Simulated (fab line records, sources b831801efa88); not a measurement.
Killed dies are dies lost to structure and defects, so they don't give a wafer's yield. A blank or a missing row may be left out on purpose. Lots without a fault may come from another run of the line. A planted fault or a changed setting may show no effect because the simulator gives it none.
fab line records | flow sky130
record lots=5 wafers=15 last_day=50
route steps=708 shown VIA4@645 METAL5@661 PASSIVATION@681
lots that met no fault: from a run of the same line without faults
start_h: hours from the record's first day to the start of the lot's first wafer shown | wait_h: hours since the lot's step before | " the same as in the row above | L1.1+2: a row that stands for several wafers | - no value, or no start given | * or withheld: withheld | < > ~ a bound
route shown NAME@n: a module of which the file shows steps, and the number in the route of the first | usual: mean/standard deviation of fault-free wafers | same: alike in all rows | chamber/n: place in a boat | sites: the reading at each site | _std_site: their standard deviation | _edge_site: outer sites' mean less inner sites' | radius_mm: how far each site lies from the wafer's centre | mask NAME#n: copy n | behind: the tool/chamber that last shaped the wafer | hold: why the lot was held/for how many hours/how that ended | device: the transistor (n, p or np) that didn't switch | end of line: the same wafers' tests at the end of the route | a step without rows: its recipe alone | killed: dies lost to structure and defects at the first sort, not the wafer's yield | map: a wafer's dies, x killed, . not, _ none there
set.NAME: the setting as run; set.NAME@STEP: as run at that earlier step | model.NAME: the simulator's own value behind a step, which no gauge read
lots at some steps of the route; a table a step, a row a wafer
services: from which hour (start_h, from the record's first day; less than 0 if before it) a tool's chamber was out of use, for how many hours, and why
## steps
# step SKY_VIA4_COAT_06
# recipe resist=NOVOLAK spin_rpm=3000 resist_thk_nm=1140
# columns lot.wafer tool chamber start_h wait_h
L081.1+3+5 litho_track-03 0 1047.75 0.1
L082.4+5+6 litho_track-04 0 1056.83 0.1
L084.1+3+6 litho_track-04 0 1066.01 0.1
L088.4+5+6 litho_track-04 0 1088.68 0.1
L095.2+4+5 litho_track-04 0 1128.03 0.1
# step SKY_VIA4_SOFTBAKE_07
# recipe temp_c=90 time_s=60 resist=NOVOLAK
# same time_s=60
# columns lot.wafer tool chamber start_h wait_h
L081.1+3+5 litho_track-03 0 1047.90 0.1
L082.4+5+6 litho_track-04 0 1056.98 0.1
L084.1+3+6 litho_track-04 0 1066.16 0.1
L088.4+5+6 litho_track-04 0 1088.83 0.1
L095.2+4+5 litho_track-04 0 1128.18 0.1
# step SKY_VIA4_EXPOSE_08
# recipe mask_id=VIM4 na=0.6 source_shape=conventional sigma_outer=0.6 polarization=unpolarized target_cd_nm=800 dose_mj=132
# columns lot.wafer tool chamber start_h wait_h mask
L081.1+3+5 iline_stepper-02 0 - - VIM4#0
L082.4+5+6 iline_stepper-02 0 - - VIM4#0
L084.1+3+6 iline_stepper-02 0 - - VIM4#0
L088.4+5+6 iline_stepper-02 0 - - VIM4#0
L095.2+4+5 iline_stepper-01 0 - - VIM4#0
# step SKY_VIA4_PEB_09
# recipe temp_c=withheld time_s=* resist=NOVOLAK
# same time_s=*
# columns lot.wafer tool chamber start_h wait_h
L081.1+3+5 litho_track-04 0 - -
L082.4+5+6 litho_track-03 0 - -
L084.1+3+6 litho_track-03 0 - -
L088.4+5+6 litho_track-04 0 - -
L095.2+4+5 litho_track-02 0 - -
# step SKY_VIA4_DEVELOP_10
# recipe resist=NOVOLAK developer=TMAH develop_time_s=60 dev_temp_c=23
# columns lot.wafer tool chamber start_h wait_h
L081.1+3+5 litho_track-04 0 1057.86 0.1
L082.4+5+6 litho_track-03 0 1067.93 0.1
L084.1+3+6 litho_track-03 0 1076.30 0.1
L088.4+5+6 litho_track-04 0 1098.53 0.1
L095.2+4+5 litho_track-02 0 1138.22 0.1
# step SKY_VIA4_OVL_MEAS_11
# usual VIA4_OVL=1.0/1.1
# columns lot.wafer tool chamber start_h wait_h VIA4_OVL[nm]
L081.1 overlay-01 - 1058.01 0.1 0.4
L081.3 " - " " 1.4
L081.5 " - " " -0.3
L082.4 overlay-01 - 1068.02 0.1 -0.1
L082.5 " - " " 1.7
L082.6 " - " " 0.0
L084.1 overlay-02 - 1076.45 0.1 0.0
L084.3 " - " " 0.2
L084.6 " - " " 1.6
L088.4 overlay-02 - 1098.63 0.1 2.6
L088.5 " - " " 1.3
L088.6 " - " " 1.5
L095.2 overlay-02 - 1138.35 0.1 0.3
L095.4 " - " " -0.6
L095.5 " - " " 0.8
# step SKY_VIA4_ETCH_12
# recipe target=SiO2 chemistry=C4F8/O2/Ar stop_on=TiN mask_material=NOVOLAK source_w=1500 bias_w=1200 pressure_mtorr=40 c4f8_flow_sccm=withheld O2_flow_sccm=6 Ar_flow_sccm=300 time_s=withheld target_depth_a=5800
# usual oes_product_au=0.926/0.0052 rf_fwd_power_W=1492/5.8
# columns lot.wafer tool chamber start_h wait_h oes_product_au rf_fwd_power_W
L081.1 rie_diel-04 2 1058.04 0.0 0.923 1489
L081.3 " 0 " " 0.928 1488
L081.5 " 1 " " 0.922 1487
L082.4 rie_diel-01 3 1068.07 0.0 0.931 1497
L082.5 " 2 " " 0.923 1492
L082.6 " 1 " " 0.922 1500
L084.1 rie_diel-01 1 1076.49 0.0 0.927 1497
L084.3 " 3 " " 0.930 1502
L084.6 " 3 " " 0.924 1500
L088.4 rie_diel-04 2 1098.68 0.0 0.925 1495
L088.5 " 0 " " 0.934 1497
L088.6 " 1 " " 0.929 1492
L095.2 rie_diel-03 1 1138.38 0.0 0.925 1491
L095.4 " 2 " " 0.919 1488
L095.5 " 3 " " 0.924 1492
# step SKY_VIA4_STRIP_13
# recipe chemistry=O2/N2 power_w=1400 pressure_mtorr=1500 platen_temp_c=withheld o2_flow_sccm=3000 n2_flow_sccm=300 overash_fraction=0.5
# usual drypump_motor_current_A=5.30/0.29 oes_product_au=0.710/0.0046 strip_time_to_endpoint_s=12.83/0.042
# columns lot.wafer tool chamber start_h wait_h drypump_motor_current_A oes_product_au rf_hours_counter_h strip_time_to_endpoint_s
L081.1 plasma_asher-03 1 1058.12 - 5.50 0.714 31 12.82
L081.3 " 0 " " 4.78 0.720 - 12.82
L081.5 " 1 " " 5.50 0.718 - 12.78
L082.4 plasma_asher-03 0 1068.14 - 4.81 0.714 - 12.78
L082.5 " 1 " " 5.50 0.703 - 12.79
L082.6 " 0 " " 4.80 0.708 - 12.77
L084.1 plasma_asher-03 1 1076.56 - 5.51 0.704 33 12.81
L084.3 " 1 " " 5.49 0.711 - 12.81
L084.6 " 1 " " 5.49 0.704 - 12.78
L088.4 plasma_asher-04 1 1098.75 - 5.63 0.724 - 12.80
L088.5 " 1 " " 5.65 0.706 - 12.78
L088.6 " 0 " " 5.30 0.712 - 12.83
L095.2 plasma_asher-01 0 1138.45 - 5.47 0.711 99 12.82
L095.4 " 0 " " 5.51 0.710 - 12.89
L095.5 " 0 " " 5.51 0.709 - 12.83
# step SKY_VIA4_STRIP_14
# recipe chemistry=post_etch_residue_remover time_s=1200 temp_c=72.5
# same time_s=1200
# columns lot.wafer tool chamber start_h wait_h
L081.1+3+5 wet_bench-03 1 1058.22 0.1
L082.4+5+6 wet_bench-04 2 1068.21 0.0
L084.1+3+6 wet_bench-04 3 1076.66 0.1
L088.4+5+6 wet_bench-03 1 1098.82 0.0
L095.2+4+5 wet_bench-03 0 1138.55 0.1
# step SKY_VIA4_CLEAN_15
# recipe chemistry=IPA time_s=180 temp_c=25
# same time_s=180
# columns lot.wafer tool chamber start_h wait_h
L081.1+3+5 wet_bench-02 3 1058.56 0.0
L082.4+5+6 wet_bench-02 2 1068.55 0.0
L084.1+3+6 wet_bench-03 1 1077.00 0.0
L088.4+5+6 wet_bench-04 2 1099.16 0.0
L095.2+4+5 wet_bench-04 1 1138.89 0.0
# step SKY_VIA4_CLEAN_16
# recipe chemistry=O3/DIW dry=n2_spin
# columns lot.wafer tool chamber start_h wait_h
L081.1+3+5 wet_bench-02 3 1058.62 0.0
L082.4+5+6 wet_bench-04 0 1068.62 0.0
L084.1+3+6 wet_bench-02 2 1077.06 0.0
L088.4+5+6 wet_bench-03 2 1099.22 0.0
L095.2+4+5 wet_bench-02 2 1138.95 0.0
# step SKY_VIA4_SPUTTER_17
# recipe material=TiN target_thk_nm=20 chamber_pressure_pa=5 power_w=4000 time_s=80
# usual chamber_pressure_pa=5.000/0.01 throttle_valve_pct=29.4/1
# same time_s=80
# columns lot.wafer tool chamber start_h wait_h chamber_pressure_pa throttle_valve_pct
L081.1 pvd_sputter-04 - 1058.71 0.0 5.025 30.2
L081.3 " - " " 5.006 28.8
L081.5 " - " " 5.000 28.4
L082.4 pvd_sputter-03 - 1068.71 0.0 4.999 28.8
L082.5 " - " " 5.010 28.6
L082.6 " - " " 4.991 30.9
L084.1 pvd_sputter-03 - 1077.15 0.0 5.009 31.1
L084.3 " - " " 4.989 29.9
L084.6 " - " " 5.010 29.7
L088.4 pvd_sputter-04 - 1099.31 0.0 4.986 27.6
L088.5 " - " " 4.994 28.5
L088.6 " - " " 5.003 30.2
L095.2 pvd_sputter-04 - 1139.04 0.0 5.008 29.1
L095.4 " - " " 4.998 30.0
L095.5 " - " " 4.993 28.6
# step SKY_VIA4_CVD_18
# recipe material=W target_thk_nm=505 time_s=152.14 temp_c=400 pressure_torr=40
# usual heater_power_w=913/85
# same time_s=152.14
# columns lot.wafer tool chamber start_h wait_h heater_power_w since_wet_clean_h
L081.1 cvd_w-02 0 1058.77 0.0 786 141
L081.3 " 0 " " 796 -
L081.5 " 0 " " 793 -
L082.4 cvd_w-02 1 1068.82 0.1 888 -
L082.5 " 0 " " 811 -
L082.6 " 1 " " 915 -
L084.1 cvd_w-02 1 1077.21 0.0 916 159
L084.3 " 0 " " 780 -
L084.6 " 1 " " 887 -
L088.4 cvd_w-01 1 1099.42 0.1 873 -
L088.5 " 0 " " 1028 -
L088.6 " 1 " " 854 -
L095.2 cvd_w-01 0 1139.10 0.0 1020 735
L095.4 " 1 " " 875 -
L095.5 " 1 " " 911 -
# step SKY_VIA4_RS_MEAS_19
# recipe thk_meas_gauge=four-point-probe reads=W_of_VIA4_CVD_18+TiN_of_VIA4_SPUTTER_17
# usual VIA4_W_RS=0.2254/0.0023
# columns lot.wafer tool chamber start_h wait_h VIA4_W_RS[ohm/sq]
L081.1 film_metro-01 - 1058.92 0.1 0.2249
L081.3 " - " " 0.2228
L081.5 " - " " 0.2224
L082.4 film_metro-01 - 1068.98 0.1 0.2271
L082.5 " - " " 0.2242
L082.6 " - " " 0.2269
L084.1 film_metro-03 - 1077.36 0.1 0.2226
L084.3 " - " " 0.2212
L084.6 " - " " 0.2272
L088.4 film_metro-03 - 1099.58 0.1 0.2266
L088.5 " - " " 0.2239
L088.6 " - " " 0.2281
L095.2 film_metro-02 - 1139.27 0.1 0.2253
L095.4 " - " " 0.2280
L095.5 " - " " 0.2289
# step SKY_VIA4_THK_MEAS_20
# recipe thk_meas_gauge=xrf reads=W_of_VIA4_CVD_18
# usual VIA4_W_THK=519/8.5
# columns lot.wafer tool chamber start_h wait_h VIA4_W_THK[nm]
L081.1 film_metro-01 - 1059.04 0.1 519
L081.3 " - " " 523
L081.5 " - " " 526
L082.4 film_metro-01 - 1069.07 0.1 513
L082.5 " - " " 520
L082.6 " - " " 517
L084.1 film_metro-03 - 1077.48 0.1 526
L084.3 " - " " 528
L084.6 " - " " 517
L088.4 film_metro-03 - 1099.67 0.1 515
L088.5 " - " " 523
L088.6 " - " " 510
L095.2 film_metro-02 - 1139.38 0.1 527
L095.4 " - " " 520
L095.5 " - " " 519
# step SKY_VIA4_CMP_21
# recipe stop_on=SiO2 t_overpolish_s=25 down_force_psi=3.5 platen_rpm=60 target_thk_nm=0 pad_velocity_m_s=0.94248
# usual motor_current_A=11.2/0.96 overpolish_run_s=24.999/0.0086 slurry_filter_dp_kPa=13.48/0.12 slurry_flow_ml_min=150.0/0.45 time_to_endpoint_s=122/4.3
# same t_overpolish_s=25
# columns lot.wafer tool chamber start_h wait_h motor_current_A overpolish_run_s slurry_filter_dp_kPa slurry_flow_ml_min time_to_endpoint_s
L081.3 cmp-01 3 1059.18 0.1 9.1 25.000 13.29 150.0 124
L081.1 " 0 " " 10.2 24.997 13.38 150.8 121
L081.5 " 0 " " 11.7 24.999 13.43 149.1 126
L082.4 cmp-02 1 1069.25 0.2 10.8 24.995 13.11 150.0 115
L082.5 " 3 " " 11.9 24.993 13.62 149.9 118
L082.6 " 0 " " 11.3 24.988 13.47 149.3 125
L084.1 cmp-01 0 1077.59 0.1 11.3 24.993 13.68 150.2 124
L084.3 " 3 " " 9.3 25.004 13.34 149.2 125
L084.6 " 0 " " 11.1 25.002 13.52 151.4 125
L088.4 cmp-02 3 1099.95 0.3 11.4 24.997 13.50 150.1 120
L088.5 " 0 " " 11.5 25.000 13.63 149.1 125
L088.6 " 1 " " 11.3 24.988 13.35 150.2 119
L095.2 cmp-01 3 1139.43 0.0 9.2 24.987 13.31 150.0 116
L095.4 " 2 " " 12.6 25.009 13.49 149.5 111
L095.5 " 0 " " 11.0 25.007 13.59 149.7 115
# step SKY_METAL5_SPUTTER_00
# recipe material=Ti target_thk_nm=15 power_w=3000 time_s=10 chamber_pressure_pa=0.4
# usual chamber_pressure_pa=0.4000/0.00088 throttle_valve_pct=29.8/1.1
# same time_s=10
# columns lot.wafer tool chamber start_h wait_h chamber_pressure_pa throttle_valve_pct
L081.1 pvd_sputter-04 - 1059.48 0.2 0.3998 27.7
L081.3 " - " " 0.4003 28.6
L081.5 " - " " 0.4008 28.7
L082.4 pvd_sputter-04 - 1069.45 0.1 0.4013 29.3
L082.5 " - " " 0.4013 29.3
L082.6 " - " " 0.3997 27.7
L084.1 pvd_sputter-04 - 1077.89 0.2 0.4016 27.6
L084.3 " - " " 0.3982 29.1
L084.6 " - " " 0.4013 28.6
L088.4 pvd_sputter-01 - 1100.11 0.1 0.3998 30.5
L088.5 " - " " 0.4003 29.3
L088.6 " - " " 0.4008 31.1
L095.2 pvd_sputter-04 - 1139.73 0.2 0.3990 29.2
L095.4 " - " " 0.4013 27.7
L095.5 " - " " 0.4005 29.1
# step SKY_METAL5_SPUTTER_01
# recipe material=TiN target_thk_nm=20 power_w=6500 time_s=16.7 chamber_pressure_pa=0.4
# usual chamber_pressure_pa=0.4000/0.00083 throttle_valve_pct=29.9/1.1
# same time_s=16.7
# columns lot.wafer tool chamber start_h wait_h chamber_pressure_pa throttle_valve_pct
L081.1 pvd_sputter-04 - 1059.50 0.0 0.3997 27.7
L081.3 " - " " 0.4007 29.1
L081.5 " - " " 0.3996 28.8
L082.4 pvd_sputter-04 - 1069.47 0.0 0.3996 29.0
L082.5 " - " " 0.4006 29.3
L082.6 " - " " 0.3985 27.8
L084.1 pvd_sputter-04 - 1077.91 0.0 0.3990 27.7
L084.3 " - " " 0.3997 29.4
L084.6 " - " " 0.4003 28.5
L088.4 pvd_sputter-01 - 1100.13 0.0 0.4007 30.2
L088.5 " - " " 0.3983 29.1
L088.6 " - " " 0.3997 31.0
L095.2 pvd_sputter-04 - 1139.76 0.0 0.4009 29.4
L095.4 " - " " 0.3993 27.6
L095.5 " - " " 0.4002 29.2
# step SKY_METAL5_SPUTTER_02
# recipe material=AlCu target_thk_nm=1150 power_w=10600 time_s=61.2 chamber_pressure_pa=0.4
# usual chamber_pressure_pa=0.3999/0.00076 throttle_valve_pct=29.9/1
# same time_s=61.2
# columns lot.wafer tool chamber start_h wait_h chamber_pressure_pa throttle_valve_pct
L081.1 pvd_sputter-04 - 1059.53 0.0 0.4009 28.0
L081.3 " - " " 0.3995 28.8
L081.5 " - " " 0.3994 28.4
L082.4 pvd_sputter-04 - 1069.50 0.0 0.3994 29.0
L082.5 " - " " 0.3989 29.2
L082.6 " - " " 0.4007 27.8
L084.1 pvd_sputter-04 - 1077.94 0.0 0.3985 27.8
L084.3 " - " " 0.4003 29.3
L084.6 " - " " 0.4006 28.3
L088.4 pvd_sputter-01 - 1100.17 0.0 0.4008 30.6
L088.5 " - " " 0.4009 29.4
L088.6 " - " " 0.4003 31.0
L095.2 pvd_sputter-04 - 1139.78 0.0 0.4008 29.2
L095.4 " - " " 0.3998 27.7
L095.5 " - " " 0.3999 29.1
# step SKY_METAL5_SPUTTER_03
# recipe material=Ti target_thk_nm=5 power_w=3000 time_s=3.3 chamber_pressure_pa=0.3936
# usual chamber_pressure_pa=0.3936/0.00076 throttle_valve_pct=29.9/1
# same time_s=3.3
# columns lot.wafer tool chamber start_h wait_h chamber_pressure_pa throttle_valve_pct
L081.1 pvd_sputter-04 - 1059.58 0.0 0.3939 27.8
L081.3 " - " " 0.3935 28.6
L081.5 " - " " 0.3936 28.6
L082.4 pvd_sputter-04 - 1069.55 0.0 0.3924 29.1
L082.5 " - " " 0.3924 29.1
L082.6 " - " " 0.3945 27.8
L084.1 pvd_sputter-04 - 1077.99 0.0 0.3948 27.7
L084.3 " - " " 0.3936 29.1
L084.6 " - " " 0.3937 28.9
L088.4 pvd_sputter-01 - 1100.20 0.0 0.3944 30.3
L088.5 " - " " 0.3931 29.3
L088.6 " - " " 0.3940 30.9
L095.2 pvd_sputter-04 - 1139.83 0.0 0.3944 29.4
L095.4 " - " " 0.3933 28.0
L095.5 " - " " 0.3939 29.1
# step SKY_METAL5_SPUTTER_04
# recipe material=TiN target_thk_nm=70 power_w=6500 time_s=58.3 chamber_pressure_pa=0.4
# usual chamber_pressure_pa=0.4001/0.00077 throttle_valve_pct=29.8/1
# same time_s=58.3
# columns lot.wafer tool chamber start_h wait_h chamber_pressure_pa throttle_valve_pct
L081.1 pvd_sputter-04 - 1059.59 0.0 0.4006 27.7
L081.3 " - " " 0.4003 28.8
L081.5 " - " " 0.3999 28.5
L082.4 pvd_sputter-04 - 1069.57 0.0 0.4016 29.4
L082.5 " - " " 0.4007 29.2
L082.6 " - " " 0.3997 27.6
L084.1 pvd_sputter-04 - 1078.00 0.0 0.3989 28.0
L084.3 " - " " 0.4000 29.1
L084.6 " - " " 0.4007 28.8
L088.4 pvd_sputter-01 - 1100.24 0.0 0.4007 30.7
L088.5 " - " " 0.3992 29.2
L088.6 " - " " 0.4006 31.1
L095.2 pvd_sputter-04 - 1139.85 0.0 0.4009 29.2
L095.4 " - " " 0.3998 28.0
L095.5 " - " " 0.4000 29.4
# step SKY_METAL5_RS_MEAS_05
# recipe thk_meas_gauge=four-point-probe reads=TiN_of_METAL5_SPUTTER_04+Ti_of_METAL5_SPUTTER_03+AlCu_of_METAL5_SPUTTER_02+TiN_of_METAL5_SPUTTER_01+Ti_of_METAL5_SPUTTER_00
# usual METAL5_ALCU_RS=0.0270/0.0003
# columns lot.wafer tool chamber start_h wait_h METAL5_ALCU_RS[ohm/sq]
L081.1 film_metro-01 - 1059.64 0.0 0.0271
L081.3 " - " " 0.0273
L081.5 " - " " 0.0271
L082.4 film_metro-04 - 1069.68 0.1 0.0266
L082.5 " - " " 0.0270
L082.6 " - " " 0.0269
L084.1 film_metro-02 - 1078.05 0.0 0.0273
L084.3 " - " " 0.0272
L084.6 " - " " 0.0275
L088.4 film_metro-04 - 1100.32 0.1 0.0263
L088.5 " - " " 0.0267
L088.6 " - " " 0.0266
L095.2 film_metro-02 - 1139.92 0.0 0.0271
L095.4 " - " " 0.0274
L095.5 " - " " 0.0271
# step SKY_METAL5_THK_MEAS_06
# recipe thk_meas_gauge=xrf reads=AlCu_of_METAL5_SPUTTER_02
# usual METAL5_ALCU_THK=1176/14
# columns lot.wafer tool chamber start_h wait_h METAL5_ALCU_THK[nm]
L081.1 film_metro-01 - 1059.76 0.1 1181
L081.3 " - " " 1168
L081.5 " - " " 1174
L082.4 film_metro-04 - 1069.77 0.1 1174
L082.5 " - " " 1155
L082.6 " - " " 1158
L084.1 film_metro-02 - 1078.17 0.1 1173
L084.3 " - " " 1165
L084.6 " - " " 1158
L088.4 film_metro-04 - 1100.41 0.1 1190
L088.5 " - " " 1179
L088.6 " - " " 1179
L095.2 film_metro-02 - 1140.03 0.1 1179
L095.4 " - " " 1156
L095.5 " - " " 1173
# step SKY_METAL5_DEHYDRATE_07
# recipe temp_c=200 time_s=60
# same time_s=60
# columns lot.wafer tool chamber start_h wait_h
L081.1+3+5 litho_track-02 0 1070.04 10.3
L082.4+5+6 litho_track-03 0 1079.43 9.6
L084.1+3+6 litho_track-03 0 1088.45 10.3
L088.4+5+6 litho_track-02 0 1109.72 9.3
L095.2+4+5 litho_track-02 0 1148.62 8.6
# step SKY_METAL5_HMDS_08
# recipe prime_time_s=60 prime_temp_c=120
# columns lot.wafer tool chamber start_h wait_h
L081.1+3+5 litho_track-02 0 1070.19 0.1
L082.4+5+6 litho_track-03 0 1079.58 0.1
L084.1+3+6 litho_track-03 0 1088.60 0.1
L088.4+5+6 litho_track-02 0 1109.87 0.1
L095.2+4+5 litho_track-02 0 1148.77 0.1
# step SKY_METAL5_COAT_09
# recipe resist=NOVOLAK spin_rpm=3000 resist_thk_nm=1800
# columns lot.wafer tool chamber start_h wait_h
L081.1+3+5 litho_track-02 0 1070.34 0.1
L082.4+5+6 litho_track-03 0 1079.73 0.1
L084.1+3+6 litho_track-03 0 1088.75 0.1
L088.4+5+6 litho_track-02 0 1110.02 0.1
L095.2+4+5 litho_track-02 0 1148.92 0.1
# step SKY_METAL5_SOFTBAKE_10
# recipe temp_c=90 time_s=60 resist=NOVOLAK
# same time_s=60
# columns lot.wafer tool chamber start_h wait_h
L081.1+3+5 litho_track-02 0 1070.49 0.1
L082.4+5+6 litho_track-03 0 1079.88 0.1
L084.1+3+6 litho_track-03 0 1088.90 0.1
L088.4+5+6 litho_track-02 0 1110.17 0.1
L095.2+4+5 litho_track-02 0 1149.07 0.1
# step SKY_METAL5_EXPOSE_11
# recipe mask_id=MM5 na=0.6 source_shape=conventional sigma_outer=0.6 polarization=unpolarized target_cd_nm=1600 dose_mj=190
# columns lot.wafer tool chamber start_h wait_h mask
L081.1+3+5 iline_stepper-02 0 - - MM5#0
L082.4+5+6 iline_stepper-01 0 - - MM5#0
L084.1+3+6 iline_stepper-02 0 - - MM5#0
L088.4+5+6 iline_stepper-02 0 - - MM5#0
L095.2+4+5 iline_stepper-02 0 - - MM5#0
# step SKY_METAL5_PEB_12
# recipe temp_c=withheld time_s=* resist=NOVOLAK
# same time_s=*
# columns lot.wafer tool chamber start_h wait_h
L081.1+3+5 litho_track-01 0 - -
L082.4+5+6 litho_track-03 0 - -
L084.1+3+6 litho_track-03 0 - -
L088.4+5+6 litho_track-01 0 - -
L095.2+4+5 litho_track-03 0 - -
# step SKY_METAL5_DEVELOP_13
# recipe resist=NOVOLAK developer=TMAH develop_time_s=60 dev_temp_c=23
# columns lot.wafer tool chamber start_h wait_h
L081.1+3+5 litho_track-01 0 1080.39 0.1
L082.4+5+6 litho_track-03 0 1090.33 0.1
L084.1+3+6 litho_track-03 0 1099.15 0.1
L088.4+5+6 litho_track-01 0 1119.92 0.1
L095.2+4+5 litho_track-03 0 1158.73 0.1
# step SKY_METAL5_DESCUM_14
# recipe chemistry=O2 source_power_w=150 bias_power_w=0 pressure_mtorr=10 temp_c=40 time_s=11
# usual drypump_motor_current_A=5.6/0.45 oes_product_au=0.995/0.011 rf_fwd_power_W=147.1/0.79
# same time_s=11
# columns lot.wafer tool chamber start_h wait_h drypump_motor_current_A oes_product_au rf_fwd_power_W rf_hours_counter_h
L081.1 rie_metal-03 1 1080.54 0.1 5.7 0.978 146.9 20
L081.3 " 1 " " 5.7 0.976 147.0 -
L081.5 " 0 " " 6.0 0.990 147.8 -
L082.4 rie_metal-04 0 1090.41 0.1 5.2 1.005 148.2 -
L082.5 " 1 " " 5.8 1.017 147.9 -
L082.6 " 0 " " 5.2 1.007 148.4 -
L084.1 rie_metal-03 0 1099.30 0.1 6.0 0.994 147.8 19
L084.3 " 0 " " 5.9 0.981 147.8 -
L084.6 " 0 " " 5.9 0.990 147.5 -
L088.4 rie_metal-04 1 1120.02 0.1 5.8 1.000 147.2 -
L088.5 " 1 " " 5.8 0.996 147.6 -
L088.6 " 1 " " 5.8 1.006 147.3 -
L095.2 rie_metal-01 1 1158.85 0.1 4.7 1.002 145.4 31
L095.4 " 1 " " 4.7 1.000 145.6 -
L095.5 " 1 " " 4.7 1.006 145.9 -
# step SKY_METAL5_METAL_ETCH_15
# recipe target_depth_a=12600 stop_on=SiO2 over_etch_frac=0.2 time_s=252 chemistry=Cl2/BCl3 resist_sidewall_deg=86 pressure_mtorr=10 icp_w=900 bias_w=48.5 Cl2_flow_sccm=60 bcl3_flow_sccm=30
# usual drypump_motor_current_A=5.6/0.45 oes_product_au=0.894/0.0055 rf_fwd_power_W=896.8/2.9 throttle_valve_pct=22.265/0.0095
# same time_s=252
# columns lot.wafer tool chamber start_h wait_h drypump_motor_current_A oes_product_au rf_fwd_power_W rf_hours_counter_h throttle_valve_pct
L081.1 rie_metal-03 1 1080.57 0.0 5.7 0.892 897.0 20 22.273
L081.3 " 1 " " 5.7 0.883 895.8 - 22.266
L081.5 " 0 " " 6.0 0.891 897.0 - 22.257
L082.4 rie_metal-04 0 1090.51 0.1 5.2 0.897 895.9 - 22.260
L082.5 " 1 " " 5.8 0.902 895.2 - 22.246
L082.6 " 0 " " 5.2 0.896 899.0 - 22.277
L084.1 rie_metal-03 0 1099.34 0.0 6.0 0.903 892.7 19 22.262
L084.3 " 0 " " 6.0 0.894 896.1 - 22.254
L084.6 " 0 " " 5.9 0.897 896.0 - 22.286
L088.4 rie_metal-04 1 1120.29 0.3 5.8 0.893 895.4 - 22.261
L088.5 " 1 " " 5.8 0.899 895.2 - 22.269
L088.6 " 1 " " 5.8 0.894 893.7 - 22.256
L095.2 rie_metal-01 1 1158.89 0.0 4.7 0.888 897.3 31 22.284
L095.4 " 1 " " 4.7 0.900 892.7 - 22.259
L095.5 " 1 " " 4.7 0.894 892.6 - 22.250
# step SKY_METAL5_STRIP_16
# recipe chemistry=O2/N2 power_w=1400 pressure_mtorr=1500 platen_temp_c=withheld o2_flow_sccm=3000 n2_flow_sccm=300 overash_fraction=0.5
# usual drypump_motor_current_A=5.6/0.45 oes_product_au=0.710/0.0044 strip_time_to_endpoint_s=13.15/0.17
# columns lot.wafer tool chamber start_h wait_h drypump_motor_current_A oes_product_au rf_hours_counter_h strip_time_to_endpoint_s
L081.1 plasma_asher-02 0 1080.81 0.2 6.0 0.702 2 13.32
L081.3 " 0 " " 6.0 0.706 - 13.42
L081.5 " 1 " " 6.2 0.713 - 13.31
L082.4 plasma_asher-03 0 1090.70 0.1 4.8 0.711 - 13.01
L082.5 " 0 " " 4.8 0.705 - 12.88
L082.6 " 1 " " 5.5 0.714 - 12.85
L084.1 plasma_asher-04 0 1099.57 0.2 5.3 0.712 68 13.35
L084.3 " 0 " " 5.3 0.710 - 13.38
L084.6 " 0 " " 5.3 0.702 - 13.34
L088.4 plasma_asher-03 1 1120.56 0.2 5.5 0.702 - 13.01
L088.5 " 0 " " 4.8 0.710 - 12.94
L088.6 " 1 " " 5.5 0.717 - 13.07
L095.2 plasma_asher-03 1 1159.12 0.2 5.5 0.713 41 13.00
L095.4 " 0 " " 4.8 0.708 - 13.06
L095.5 " 0 " " 4.8 0.715 - 13.01
# step SKY_METAL5_STRIP_17
# recipe chemistry=post_etch_residue_remover time_s=1200 temp_c=72.5
# same time_s=1200
# columns lot.wafer tool chamber start_h wait_h
L081.1+3+5 wet_bench-01 2 1080.91 0.1
L082.4+5+6 wet_bench-03 0 1090.77 0.0
L084.1+3+6 wet_bench-01 0 1099.67 0.1
L088.4+5+6 wet_bench-01 3 1120.63 0.0
L095.2+4+5 wet_bench-03 3 1159.22 0.1
# step SKY_METAL5_CLEAN_18
# recipe chemistry=IPA time_s=180 temp_c=25
# same time_s=180
# columns lot.wafer tool chamber start_h wait_h
L081.1+3+5 wet_bench-03 0 1081.25 0.0
L082.4+5+6 wet_bench-02 3 1091.38 0.2
L084.1+3+6 wet_bench-02 2 1100.01 0.0
L088.4+5+6 wet_bench-02 1 1120.97 0.0
L095.2+4+5 wet_bench-02 2 1159.56 0.0
# step SKY_METAL5_CLEAN_19
# recipe chemistry=O3/DIW dry=n2_spin
# columns lot.wafer tool chamber start_h wait_h
L081.1+3+5 wet_bench-01 0 1081.31 0.0
L082.4+5+6 wet_bench-03 2 1091.52 0.1
L084.1+3+6 wet_bench-01 1 1100.13 0.1
L088.4+5+6 wet_bench-03 0 1121.03 0.0
L095.2+4+5 wet_bench-02 3 1159.62 0.0
# step SKY_PASSIVATION_CVD_00
# recipe material=SiO2 target_thk_nm=90 temp_c=400 time_s=withheld rf_w=600
# usual heater_power_w=637/81 rf_fwd_power_W=590.0/2.5
# columns lot.wafer tool chamber start_h wait_h heater_power_w rf_fwd_power_W
L081.1 pecvd-02 2 1081.40 0.0 525 590.5
L081.3 " 1 " " 725 593.4
L081.5 " 0 " " 606 592.2
L082.4 pecvd-02 0 1091.63 0.0 623 589.6
L082.5 " 1 " " 591 592.9
L082.6 " 2 " " 464 592.1
L084.1 pecvd-01 2 1100.22 0.0 463 592.3
L084.3 " 0 " " 682 586.6
L084.6 " 0 " " 678 588.3
L088.4 pecvd-03 1 1121.13 0.0 701 588.6
L088.5 " 0 " " 653 585.9
L088.6 " 2 " " 705 588.9
L095.2 pecvd-03 2 1159.71 0.0 725 591.0
L095.4 " 0 " " 697 589.7
L095.5 " 1 " " 674 591.2
## services
# columns tool chamber start_h hours kind
rie_metal-01 0 1023.95 11.3 repair
rie_metal-04 - 1024.06 14.6 pm
plasma_asher-04 - 1025.61 0.6 repair
rie_diel-04 1 1035.55 3.0 repair
plasma_asher-03 - 1036.94 0.7 repair
pvd_sputter-01 - 1052.08 0.5 repair
wet_bench-04 - 1056.27 3.2 repair
plasma_asher-03 - 1072.60 3.7 repair
pvd_sputter-04 - 1073.26 4.2 repair
pvd_sputter-01 - 1073.89 8.8 repair
cmp-01 - 1084.00 4.0 pm
rie_metal-04 - 1086.72 2.5 repair
rie_metal-03 - 1087.41 4.3 pm
cmp-01 - 1089.23 0.4 repair
cmp-01 - 1089.23 3.3 repair
cvd_w-02 0 1091.48 12.3 repair
rie_metal-04 0 1098.69 23.7 repair
pvd_sputter-04 - 1108.49 11.0 repair
wet_bench-02 - 1109.21 7.1 repair
plasma_asher-03 - 1134.15 1.8 repair
pvd_sputter-04 - 1143.83 0.8 repair
cvd_w-02 0 1146.61 4.3 repair
cmp-01 - 1154.91 3.2 repair
pvd_sputter-04 - 1156.56 1.2 repair
## key
fault none
